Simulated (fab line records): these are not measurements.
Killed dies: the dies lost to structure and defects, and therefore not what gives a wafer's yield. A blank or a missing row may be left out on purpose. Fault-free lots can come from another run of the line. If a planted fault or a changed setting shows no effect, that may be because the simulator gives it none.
Which tool was responsible? / flow sky130 / Sampling: 13 lots, 39 wafers, 3 of 708 route steps

WHAT THE GAUGES READ, wafer by wafer
SKY_FIELD_ISO_THK_MEAS_25.
lot=L466; measured=day 2 06:43; on=film_metro-02; FIELD_ISO_CVD_24_THK (nm)=594 593 588
lot=L467; measured=day 2 14:20; on=film_metro-02; FIELD_ISO_CVD_24_THK (nm)=596 592 594
lot=L471; measured=day 3 08:39; on=film_metro-02; FIELD_ISO_CVD_24_THK (nm)=593 590 596
lot=L476; measured=day 4 11:19; on=film_metro-01; FIELD_ISO_CVD_24_THK (nm)=595 589 593
lot=L477; measured=day 4 19:31; on=film_metro-01; FIELD_ISO_CVD_24_THK (nm)=598 597 590
lot=L478; measured=day 4 21:01; on=film_metro-02; FIELD_ISO_CVD_24_THK (nm)=600 595 599
lot=L480; measured=day 5 06:44; on=film_metro-01; FIELD_ISO_CVD_24_THK (nm)=599 603 593
lot=L481; measured=day 5 15:05; on=film_metro-04; FIELD_ISO_CVD_24_THK (nm)=593 586 597
lot=L482; measured=day 5 18:28; on=film_metro-04; FIELD_ISO_CVD_24_THK (nm)=604 598 598
lot=L483; measured=day 5 22:28; on=film_metro-01; FIELD_ISO_CVD_24_THK (nm)=594 596 589
lot=L484; measured=day 6 04:42; on=film_metro-04; FIELD_ISO_CVD_24_THK (nm)=592 593 593
lot=L486; measured=day 6 15:09; on=film_metro-02; FIELD_ISO_CVD_24_THK (nm)=585 591 592
lot=L488; measured=day 7 03:08; on=film_metro-01; FIELD_ISO_CVD_24_THK (nm)=593 590 591

EACH LOT AND THE TOOL THAT RAN IT (in order: tool; ch and the chambers of the sampled wafers; start)
lot=L466; SKY_FIELD_ISO_ETCH_14=rie_diel-02 ch 0,2,3, day 2 04:51; SKY_FIELD_ISO_WET_ETCH_21=wet_bench-01 ch 0, day 2 05:17
lot=L467; SKY_FIELD_ISO_ETCH_14=rie_diel-01 ch 0,1, day 2 12:05; SKY_FIELD_ISO_WET_ETCH_21=wet_bench-03 ch 0, day 2 12:31
lot=L471; SKY_FIELD_ISO_ETCH_14=rie_diel-01 ch 1,2, day 3 06:38; SKY_FIELD_ISO_WET_ETCH_21=wet_bench-01 ch 1, day 3 07:03
lot=L476; SKY_FIELD_ISO_ETCH_14=rie_diel-02 ch 0,3, day 4 09:26; SKY_FIELD_ISO_WET_ETCH_21=wet_bench-02 ch 1, day 4 09:52
lot=L477; SKY_FIELD_ISO_ETCH_14=rie_diel-02 ch 0,3, day 4 16:05; SKY_FIELD_ISO_WET_ETCH_21=wet_bench-01 ch 3, day 4 16:32
lot=L478; SKY_FIELD_ISO_ETCH_14=rie_diel-01 ch 0,2,3, day 4 18:59; SKY_FIELD_ISO_WET_ETCH_21=wet_bench-01 ch 2, day 4 19:24
lot=L480; SKY_FIELD_ISO_ETCH_14=rie_diel-02 ch 1,2, day 5 04:06; SKY_FIELD_ISO_WET_ETCH_21=wet_bench-03 ch 3, day 5 04:32
lot=L481; SKY_FIELD_ISO_ETCH_14=rie_diel-01 ch 0,2,3, day 5 12:50; SKY_FIELD_ISO_WET_ETCH_21=wet_bench-03 ch 1, day 5 13:15
lot=L482; SKY_FIELD_ISO_ETCH_14=rie_diel-01 ch 0,1,3, day 5 16:14; SKY_FIELD_ISO_WET_ETCH_21=wet_bench-01 ch 0, day 5 16:40
lot=L483; SKY_FIELD_ISO_ETCH_14=rie_diel-03 ch 0,2,3, day 5 20:36; SKY_FIELD_ISO_WET_ETCH_21=wet_bench-01 ch 0, day 5 21:02
lot=L484; SKY_FIELD_ISO_ETCH_14=rie_diel-02 ch 1,2,3, day 6 02:50; SKY_FIELD_ISO_WET_ETCH_21=wet_bench-01 ch 0, day 6 03:16
lot=L486; SKY_FIELD_ISO_ETCH_14=rie_diel-01 ch 0,1,2, day 6 12:53; SKY_FIELD_ISO_WET_ETCH_21=wet_bench-01 ch 3, day 6 13:19
lot=L488; SKY_FIELD_ISO_ETCH_14=rie_diel-03 ch 1,2, day 7 01:15; SKY_FIELD_ISO_WET_ETCH_21=wet_bench-01 ch 2, day 7 01:41
- SKY_FIELD_ISO_ETCH_14: etches BARC in N2/H2, stops on SiO2, time 45.9 s, target depth 60 nm.
- SKY_FIELD_ISO_WET_ETCH_21: etches SiO2 in dHF, target depth 20 nm, time 400 s.

AS READ BY THE TOOLS THEMSELVES (means over the sampled wafers that have a number; for cases with no such wafer, the mark the record gives instead)
SKY_FIELD_ISO_ETCH_14.
lot=L466; tool=rie_diel-02; bias_w (W)=99.7; chamber_pressure_mTorr (mTorr)=29.996; drypump_motor_current_A (A)=5.9; oes_product_au (a.u.)=0.850; throttle_valve_pct (%)=13.220
lot=L467; tool=rie_diel-01; bias_w (W)=99.8; chamber_pressure_mTorr (mTorr)=30.002; drypump_motor_current_A (A)=5.7; oes_product_au (a.u.)=0.857; throttle_valve_pct (%)=13.221
lot=L471; tool=rie_diel-01; bias_w (W)=100.2; chamber_pressure_mTorr (mTorr)=30.018; drypump_motor_current_A (A)=5.7; oes_product_au (a.u.)=0.854; throttle_valve_pct (%)=13.225
lot=L476; tool=rie_diel-02; bias_w (W)=99.7; chamber_pressure_mTorr (mTorr)=30.004; drypump_motor_current_A (A)=6.0; oes_product_au (a.u.)=0.854; throttle_valve_pct (%)=13.219
lot=L477; tool=rie_diel-02; bias_w (W)=100.0; chamber_pressure_mTorr (mTorr)=29.996; drypump_motor_current_A (A)=6.0; oes_product_au (a.u.)=0.859; throttle_valve_pct (%)=13.225
lot=L478; tool=rie_diel-01; bias_w (W)=100.1; chamber_pressure_mTorr (mTorr)=30.008; drypump_motor_current_A (A)=6.0; oes_product_au (a.u.)=0.857; throttle_valve_pct (%)=13.218
lot=L480; tool=rie_diel-02; bias_w (W)=100.3; chamber_pressure_mTorr (mTorr)=30.002; drypump_motor_current_A (A)=5.6; oes_product_au (a.u.)=0.854; throttle_valve_pct (%)=13.221
lot=L481; tool=rie_diel-01; bias_w (W)=100.2; chamber_pressure_mTorr (mTorr)=29.980; drypump_motor_current_A (A)=6.0; oes_product_au (a.u.)=0.856; throttle_valve_pct (%)=13.224
lot=L482; tool=rie_diel-01; bias_w (W)=100.0; chamber_pressure_mTorr (mTorr)=29.986; drypump_motor_current_A (A)=5.8; oes_product_au (a.u.)=0.853; throttle_valve_pct (%)=13.220
lot=L483; tool=rie_diel-03; bias_w (W)=99.7; chamber_pressure_mTorr (mTorr)=30.008; drypump_motor_current_A (A)=6.0; oes_product_au (a.u.)=0.856; throttle_valve_pct (%)=13.229
lot=L484; tool=rie_diel-02; bias_w (W)=100.1; chamber_pressure_mTorr (mTorr)=29.987; drypump_motor_current_A (A)=5.7; oes_product_au (a.u.)=0.854; throttle_valve_pct (%)=13.228
lot=L486; tool=rie_diel-01; bias_w (W)=100.0; chamber_pressure_mTorr (mTorr)=29.957; drypump_motor_current_A (A)=5.8; oes_product_au (a.u.)=0.852; throttle_valve_pct (%)=13.217
lot=L488; tool=rie_diel-03; bias_w (W)=100.0; chamber_pressure_mTorr (mTorr)=30.000; drypump_motor_current_A (A)=5.5; oes_product_au (a.u.)=0.853; throttle_valve_pct (%)=13.223

SKY_FIELD_ISO_WET_ETCH_21.
lot=L466; tool=wet_bench-01; bath_heat_duty_pct (%)=7.9; run_length_s (s)=433
lot=L467; tool=wet_bench-03; bath_heat_duty_pct (%)=4.9; run_length_s (s)=432
lot=L471; tool=wet_bench-01; bath_heat_duty_pct (%)=6.8; run_length_s (s)=433
lot=L476; tool=wet_bench-02; bath_heat_duty_pct (%)=-; run_length_s (s)=-
lot=L477; tool=wet_bench-01; bath_heat_duty_pct (%)=-; run_length_s (s)=-
lot=L478; tool=wet_bench-01; bath_heat_duty_pct (%)=-; run_length_s (s)=-
lot=L480; tool=wet_bench-03; bath_heat_duty_pct (%)=6.4; run_length_s (s)=431
lot=L481; tool=wet_bench-03; bath_heat_duty_pct (%)=4.9; run_length_s (s)=424
lot=L482; tool=wet_bench-01; bath_heat_duty_pct (%)=8.4; run_length_s (s)=425
lot=L483; tool=wet_bench-01; bath_heat_duty_pct (%)=8.5; run_length_s (s)=433
lot=L484; tool=wet_bench-01; bath_heat_duty_pct (%)=8.0; run_length_s (s)=425
lot=L486; tool=wet_bench-01; bath_heat_duty_pct (%)=5.2; run_length_s (s)=426
lot=L488; tool=wet_bench-01; bath_heat_duty_pct (%)=5.8; run_length_s (s)=433

THE ANSWER, worked out from the rows above alone
Rule: usual is defined by the lots themselves. The widest of any qualifying gaps counts: lots, ordered by their means at a reading, are off when they make up no more than a third of the lots, leave a main group of 4 or more, and stand apart from it by 3 or more times the standard deviation of that group's means. A main group whose means are all the same, to the digits that the tables above print for the reading, isn't used. Also off: a lot with no number at a reading for which 4 or more lots have one. All remaining lots with rows at the step are treated as sound. After the gauges, taken in route order, come the tools' own readings; for these a lot's mean is taken, as printed above. At the first step where some lot is off, the reading lying furthest off is the one used; lots without a number count as furthest.
Off: L476, L477, L478 (SKY_FIELD_ISO_WET_ETCH_21, bath_heat_duty_pct). Without a number there: L476, L477, L478. Mean 6.7 % and standard deviation 1.4 in the main group.
If a tool, at that step or one of the process steps before it, ran each lot that is off and ran no sound lot following the first of them, it fits. Not one of the candidates tried fits.

WHAT THE SIMULATOR HAD INSERTED
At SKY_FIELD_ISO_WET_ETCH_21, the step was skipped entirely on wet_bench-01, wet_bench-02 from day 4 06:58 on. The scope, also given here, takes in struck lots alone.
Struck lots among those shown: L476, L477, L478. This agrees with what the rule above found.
